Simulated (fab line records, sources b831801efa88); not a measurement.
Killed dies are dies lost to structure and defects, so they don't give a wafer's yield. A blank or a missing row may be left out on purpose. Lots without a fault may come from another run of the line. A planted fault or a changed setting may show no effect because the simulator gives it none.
Which tool did it? | flow sky130 | 15 lots, 45 wafers sampled, at 3 steps of a route of 708

WHAT THE GAUGES READ, wafer by wafer
SKY_FIELD_ISO_THK_MEAS_23. Usual: FIELD_ISO_OXIDATION_01_THK 10.11 nm, standard deviation 0.21.
lot  | measured    | on            | FIELD_ISO_OXIDATION_01_THK (nm) | flag
L190 | day 2 08:07 | film_metro-02 | 9.93 9.75 9.74                  |
L192 | day 2 22:07 | film_metro-02 | 10.18 9.89 9.93                 |
L193 | day 3 06:35 | film_metro-03 | 10.09 9.86 9.80                 |
L194 | day 3 14:47 | film_metro-02 | 10.19 9.95 10.03                |
L197 | day 4 02:13 | film_metro-03 | 10.32 10.26 10.10               |
L198 | day 4 02:13 | film_metro-02 | 10.04 10.14 10.06               |
L200 | day 4 14:37 | film_metro-03 | 9.87 9.91 9.96                  |
L203 | day 5 06:49 | film_metro-03 | 10.12 10.27 10.09               |
L205 | day 5 18:05 | film_metro-04 | 10.35 10.31 10.43               |
L206 | day 5 18:08 | film_metro-03 | 10.18 10.14 10.27               |
L209 | day 6 16:12 | film_metro-02 | 10.02 9.93 10.00                |
L210 | day 6 22:23 | film_metro-02 | 9.86 9.66 9.89                  |
L212 | day 7 02:25 | film_metro-02 | 10.34 10.30 10.16               |
L211 | day 7 02:26 | film_metro-04 | 10.22 10.05 10.18               |
L213 | day 7 10:51 | film_metro-02 | 10.25 10.46 10.13               |

SKY_NWELL_TW_MEAS_26. Usual: NWELL_2_TW 496.2, standard deviation 2.1.
lot  | measured     | on            | NWELL_2_TW        | flag
L190 | day 5 04:23  | film_metro-03 | 499.4 494.4 496.9 |
L192 | day 6 02:59  | film_metro-01 | 497.4 497.5 493.9 |
L193 | day 6 12:31  | film_metro-01 | 494.8 494.3 494.5 |
L194 | day 7 08:43  | film_metro-04 | 497.2 497.2 495.8 |
L197 | day 7 18:47  | film_metro-03 | 496.8 496.7 498.8 |
L198 | day 7 18:29  | film_metro-03 | 500.5 499.4 501.5 |
L200 | day 7 21:44  | film_metro-04 | 495.7 498.7 496.8 |
L203 | day 8 18:50  | film_metro-01 | 497.3 496.8 496.4 |
L205 | day 9 17:43  | film_metro-03 | 494.6 497.5 496.7 |
L206 | day 9 18:22  | film_metro-01 | 495.2 494.6 496.0 |
L209 | day 10 15:29 | film_metro-03 | 495.9 496.4 496.2 |
L210 | day 10 15:38 | film_metro-01 | 495.8 495.3 493.4 |
L212 | day 10 23:44 | film_metro-01 | 493.7 495.8 491.8 |
L211 | day 10 21:21 | film_metro-03 | 499.4 499.1 498.1 |
L213 | day 11 06:55 | film_metro-04 | 493.7 495.0 494.8 |

SKY_NWELL_RS_MEAS_31: measures by four-point-probe. Usual: PWDE_RS 5280 ohm/sq, standard deviation 16.
lot  | measured     | on            | PWDE_RS (ohm/sq) | flag
L190 | day 5 04:50  | film_metro-04 | 5268 5277 5285   |
L192 | day 6 03:26  | film_metro-03 | 5311 5287 5316   |
L193 | day 6 12:59  | film_metro-04 | 5317 5292 5305   |
L194 | day 7 09:10  | film_metro-03 | 5309 5299 5284   |
L197 | day 7 19:14  | film_metro-03 | 5289 5298 5279   |
L198 | day 7 19:00  | film_metro-04 | 5294 5288 5284   |
L200 | day 7 22:11  | film_metro-04 | 5262 5294 5279   |
L203 | day 8 19:18  | film_metro-03 | 5288 5294 5287   |
L205 | day 9 18:10  | film_metro-04 | 5280 5288 5285   |
L206 | day 9 18:49  | film_metro-04 | 5273 5298 5293   |
L209 | day 10 15:57 | film_metro-03 | 5271 5258 5257   |
L210 | day 10 16:05 | film_metro-01 | 5286 5298 5293   |
L212 | day 11 00:11 | film_metro-01 | 5264 5263 5277   |
L211 | day 10 21:50 | film_metro-01 | 5272 5283 5288   |
L213 | day 11 07:23 | film_metro-03 | 5267 5283 5287   |

WHICH TOOL RAN EACH LOT (tool, then ch and the chambers of the sampled wafers, then the start)
The record holds no process step before these readings.

WHAT THE TOOLS THEMSELVES READ (means of the sampled wafers that have a number; where no wafer has one, the mark that the record gives instead)
The record holds no such reading with a usual standard deviation.

THE ANSWER, worked out from the rows above alone
Rule: a lot is off if the mean of its wafers that have a number lies more than 3 standard deviations from the usual mean. A lot without any number at a reading at which 4 lots or more have one is off too. The other lots that the step has rows for count as sound. The gauges are gone through in route order, then the tools' own readings, and for those a lot's mean is taken as printed above. The first step at which some lot is off is used, and at that step the reading that is off furthest; a lot without a number counts as furthest.
No lot is off at any reading shown: from this, nothing can be told.

WHAT THE SIMULATOR HAD PUT IN
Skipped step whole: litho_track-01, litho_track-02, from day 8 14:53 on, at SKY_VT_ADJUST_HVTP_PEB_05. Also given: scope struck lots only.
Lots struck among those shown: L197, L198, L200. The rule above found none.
